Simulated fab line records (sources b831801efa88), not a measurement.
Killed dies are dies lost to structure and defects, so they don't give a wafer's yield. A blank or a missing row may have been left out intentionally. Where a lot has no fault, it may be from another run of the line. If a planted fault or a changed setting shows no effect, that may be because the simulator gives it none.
Comparing a struck lot with a sound one / flow sfq line / 15 out of 325 route steps
Sound: these wafers, L100.3, L100.5, L100.6. Wafers struck: L108.3, L108.5, L108.6. The cause is given at the end.
Each step with rows lists, per side, the tool, then ch with its chambers, then its first start. Under that, the readings that differ: sound wafers / struck wafers / difference of the means / sigmas: that difference in standard deviations of wafers without a fault.
alike: words and numbers the same on both sides, and readings whose means are apart by under 2 such deviations; not compared: readings that were withheld, readings missing a value for some wafer, numbers with overlapping values and no deviation given by the record, and bounds like >300 which may hide the same value.
Wherever a step has rows on one side only, a row that says differs or no value, or a row with sigmas, the two part there. Numbers that don't overlap but have no deviation are shown without sigmas and don't part them. Lack of a reading on every wafer of one side parts them only where that side has two or more wafers.

first, 1 step without rows for these wafers: SFQ_TRILAYER_M6_STRIP_SOLV_CLEAN_164 (cleans in NMP, time 600 s).
SFQ_TRILAYER_I6_DEP_PECVD_165: deposits SiO2 from SiH4/N2O, time 111.11 s, target thk 500 nm.
  sound on pecvd-04 ch 0,1,2, day 75 11:37; struck on pecvd-02 ch 0,2, day 77 01:04
  alike: heater power w, showerhead vpp V, throttle valve pct
SFQ_TRILAYER_I6_CMP_CMP_166: polishes SiO2.
  sound on cmp-01 ch 2,3, day 75 11:53; struck on cmp-02 ch 2,3, day 77 06:14
  alike: motor current A, time to endpoint s
SFQ_I6_BOW_MEAS_941:
  struck on film metro-02, day 77 09:16; sound on film metro-02, day 75 14:56
  alike: I6_BOW
SFQ_TRILAYER_I6_METRO_MEASURE_167:
  struck on film metro-02, day 77 09:45; sound on film metro-02, day 75 15:25
  alike: thk nm
then, 6 steps without rows for these wafers: SFQ_TRILAYER_I6_VIA_LITHO_COAT_174 (resist thk 62 nm); SFQ_TRILAYER_I6_VIA_LITHO_COAT_169 (resist thk 650 nm); SFQ_TRILAYER_I6_VIA_LITHO_SOFTBAKE_173; SFQ_TRILAYER_I6_VIA_LITHO_EXPOSE_170 (exposes mask I6, target cd 700 nm); SFQ_TRILAYER_I6_VIA_LITHO_PEB_172 (peb time 60 s); SFQ_TRILAYER_I6_VIA_LITHO_DEVELOP_171 (time 60 s).
-- the record jumps here: 4 days lie between the struck wafers' starts before and after --
SFQ_I6_OVL_MEAS_942:
  struck on overlay-02, day 80 23:52; sound on overlay-02, day 79 16:32
  alike: I6_OVL
SFQ_TRILAYER_I6_VIA_BARC_OPEN_VIA_ETCH_235: etches BARC in O2, target depth 125 nm, time 41.7 s.
  sound on rie diel-03 ch 1,2, day 79 16:34; struck on rie diel-04 ch 2,3, day 80 23:53
reading=drypump motor current A (A); sound=4.9 4.9 5.6; struck=6.5 6.5 6.1; difference=+1.2; sigmas=+2
reading=model.KrF_of_TRILAYER_I6_VIA_LITHO_COAT_169.thk nm (nm); sound=574.1 574.2 573.4; struck=586 587 585.4; difference=+12; sigmas=
  alike: oes product au
  not compared: rf hours counter h
SFQ_TRILAYER_I6_VIA_ETCH_VIA_ETCH_172: etches SiO2 in CHF3, stops on Nb, target depth 260 nm.
  sound on rie diel-03 ch 1,2, day 79 16:37; struck on rie diel-04 ch 2,3, day 80 23:56
reading=drypump motor current A (A); sound=4.9 4.9 5.7; struck=6.5 6.5 6.1; difference=+1.2; sigmas=+2
reading=model.KrF_of_TRILAYER_I6_VIA_LITHO_COAT_169.thk nm (nm); sound=529.5 529.6 529.3; struck=541.8 542.8 540.6; difference=+12.3; sigmas=
  alike: oes product au
SFQ_TRILAYER_I6_VIA_STRIP_STRIP_173: strips in O2.
  sound on rie metal-02 ch 0,1, day 79 16:55; struck on rie metal-04 ch 0,1, day 81 00:14
  alike: drypump motor current A, oes product au
  not compared: rf hours counter h

## WHERE THEY PART
First at SFQ_TRILAYER_I6_VIA_BARC_OPEN_VIA_ETCH_235; last, within this record, at SFQ_TRILAYER_I6_VIA_ETCH_VIA_ETCH_172. Later steps at which nothing parts them and some readings are alike: SFQ_TRILAYER_I6_VIA_STRIP_STRIP_173.

WHY: what had been put in by the simulator
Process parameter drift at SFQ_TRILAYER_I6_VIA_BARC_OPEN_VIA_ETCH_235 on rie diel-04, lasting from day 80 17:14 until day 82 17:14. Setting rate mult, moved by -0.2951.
